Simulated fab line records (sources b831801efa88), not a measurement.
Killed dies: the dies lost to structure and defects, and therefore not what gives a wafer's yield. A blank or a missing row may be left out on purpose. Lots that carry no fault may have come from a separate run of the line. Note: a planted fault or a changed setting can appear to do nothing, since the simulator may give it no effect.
Which of the tools did it? / flow gf180mcu / Sampling: 11 lots, 32 wafers, 3 of 602 route steps

== WHAT EACH GAUGE READ, for each wafer ==
GF_V3_RS_MEAS_24: measures by four-point-probe. Usual: for V3_W_RS the level is 0.329 ohm/sq and the standard deviation is 0.0049.
lot=L831; measured=day 22 06:02; on=film metro-04; V3_W_RS (ohm/sq)=0.327 0.320 0.325; flag=
lot=L832; measured=day 22 18:08; on=film metro-03; V3_W_RS (ohm/sq)=0.329 0.320 0.328; flag=
lot=L833; measured=day 23 01:30; on=film metro-01; V3_W_RS (ohm/sq)=0.327 0.327 0.327; flag=
lot=L834; measured=day 23 11:42; on=film metro-01; V3_W_RS (ohm/sq)=0.327 0.330 0.327; flag=
lot=L835; measured=day 23 15:37; on=film metro-01; V3_W_RS (ohm/sq)=0.325 0.334 0.336; flag=
lot=L837; measured=day 24 10:35; on=film metro-04; V3_W_RS (ohm/sq)=0.328 0.341 0.334; flag=
lot=L840; measured=day 25 10:23; on=film metro-01; V3_W_RS (ohm/sq)=0.331 0.332 0.322; flag=
lot=L841; measured=day 25 19:44; on=film metro-01; V3_W_RS (ohm/sq)=0.335 0.334 0.333; flag=
lot=L845; measured=day 27 01:24; on=film metro-01; V3_W_RS (ohm/sq)=0.323 0.233; flag=OFF
lot=L852; measured=day 29 09:02; on=film metro-01; V3_W_RS (ohm/sq)=0.329 0.325 0.327; flag=
lot=L853; measured=day 29 22:50; on=film metro-01; V3_W_RS (ohm/sq)=0.328 0.330 0.331; flag=

GF_V3_THK_MEAS_25: measures by xrf. Usual: for V3_W_THK the level is 346 nm and the standard deviation is 6.
lot=L831; measured=day 22 06:10; on=film metro-04; V3_W_THK (nm)=350 357 352; flag=
lot=L832; measured=day 22 18:16; on=film metro-03; V3_W_THK (nm)=339 350 342; flag=
lot=L833; measured=day 23 01:37; on=film metro-01; V3_W_THK (nm)=353 354 354; flag=
lot=L834; measured=day 23 11:49; on=film metro-01; V3_W_THK (nm)=353 350 354; flag=
lot=L835; measured=day 23 15:44; on=film metro-01; V3_W_THK (nm)=355 348 344; flag=
lot=L837; measured=day 24 10:41; on=film metro-04; V3_W_THK (nm)=344 334 341; flag=
lot=L840; measured=day 25 10:30; on=film metro-01; V3_W_THK (nm)=341 342 353; flag=
lot=L841; measured=day 25 19:51; on=film metro-01; V3_W_THK (nm)=340 341 341; flag=
lot=L845; measured=day 27 01:31; on=film metro-01; V3_W_THK (nm)=356 499; flag=OFF
lot=L852; measured=day 29 09:09; on=film metro-01; V3_W_THK (nm)=348 354 349; flag=
lot=L853; measured=day 29 22:56; on=film metro-01; V3_W_THK (nm)=351 342 345; flag=

== WHICH TOOL RAN EACH LOT (tool, then ch and the chambers of the sampled wafers, then the start) ==
lot=L831; GF_V3_CVD_23=cvd w-01 ch 0,1, day 22 05:56
lot=L832; GF_V3_CVD_23=cvd w-01 ch 0,1, day 22 18:01
lot=L833; GF_V3_CVD_23=cvd w-01 ch 0,1, day 23 01:23
lot=L834; GF_V3_CVD_23=cvd w-02 ch 0,1, day 23 11:35
lot=L835; GF_V3_CVD_23=cvd w-01 ch 0,1, day 23 15:31
lot=L837; GF_V3_CVD_23=cvd w-01 ch 0,1, day 24 10:28
lot=L840; GF_V3_CVD_23=cvd w-01 ch 0,1, day 25 10:12
lot=L841; GF_V3_CVD_23=cvd w-01 ch 1, day 25 19:32
lot=L845; GF_V3_CVD_23=cvd w-01 ch 0, day 27 01:16
lot=L852; GF_V3_CVD_23=cvd w-02 ch 1, day 29 08:48
lot=L853; GF_V3_CVD_23=cvd w-02 ch 0,1, day 29 22:43
- GF_V3_CVD_23: deposits W, target thk 350 nm, time 104.9 s.

== WHAT THE TOOLS THEMSELVES READ (means of the sampled wafers that have a number; where no wafer has one, the mark that the record gives instead) ==
GF_V3_CVD_23. Usual: heater power outer w 501 W, standard deviation 40; heater power w 835 W, standard deviation 77; susceptor temp C 400.05 C, standard deviation 0.24.
lot=L831; tool=cvd w-01; heater power outer w (W)=493; heater power w (W)=842; susceptor temp C (C)=400.08; flag=
lot=L832; tool=cvd w-01; heater power outer w (W)=491; heater power w (W)=822; susceptor temp C (C)=400.04; flag=
lot=L833; tool=cvd w-01; heater power outer w (W)=520; heater power w (W)=871; susceptor temp C (C)=400.12; flag=
lot=L834; tool=cvd w-02; heater power outer w (W)=460; heater power w (W)=749; susceptor temp C (C)=400.19; flag=
lot=L835; tool=cvd w-01; heater power outer w (W)=494; heater power w (W)=837; susceptor temp C (C)=400.09; flag=
lot=L837; tool=cvd w-01; heater power outer w (W)=495; heater power w (W)=833; susceptor temp C (C)=399.94; flag=
lot=L840; tool=cvd w-01; heater power outer w (W)=491; heater power w (W)=837; susceptor temp C (C)=400.05; flag=
lot=L841; tool=cvd w-01; heater power outer w (W)=471; heater power w (W)=784; susceptor temp C (C)=400.25; flag=
lot=L845; tool=cvd w-01; heater power outer w (W)=534; heater power w (W)=930; susceptor temp C (C)=400.30; flag=
lot=L852; tool=cvd w-02; heater power outer w (W)=486; heater power w (W)=759; susceptor temp C (C)=399.88; flag=
lot=L853; tool=cvd w-02; heater power outer w (W)=475; heater power w (W)=753; susceptor temp C (C)=399.90; flag=

== THE ANSWER, worked out from the rows above alone ==
Rule: lot off if the mean of its wafers having a number is beyond 3 standard deviations from the usual mean. A lot without any number at a reading at which 4 lots or more have one is off too. All remaining lots with rows at the step are treated as sound. First the gauges in route order, then the tools' own readings, where a lot's mean is used as printed above. The first step at which some lot is off is used, and at that step the reading that is off furthest; a lot without a number counts as furthest.
Off: L845, seen at GF_V3_RS_MEAS_24 (V3_W_RS).
A tool fits if, at a process step before that reading, it ran every lot that is off, and no sound lot after the first of them. Those tools and the gauges at GF_V3_RS_MEAS_24 are tried in the same way. One candidate fits, namely cvd w-01 at GF_V3_CVD_23. Its last sound lot is L841 (day 25 19:32), its first lot that is off L845 (day 27 01:16): a fault that began between those two fits.

== WHAT THE SIMULATOR HAD INSERTED ==
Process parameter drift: cvd w-01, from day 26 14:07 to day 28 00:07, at GF_V3_CVD_23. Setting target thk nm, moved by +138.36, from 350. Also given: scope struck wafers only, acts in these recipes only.
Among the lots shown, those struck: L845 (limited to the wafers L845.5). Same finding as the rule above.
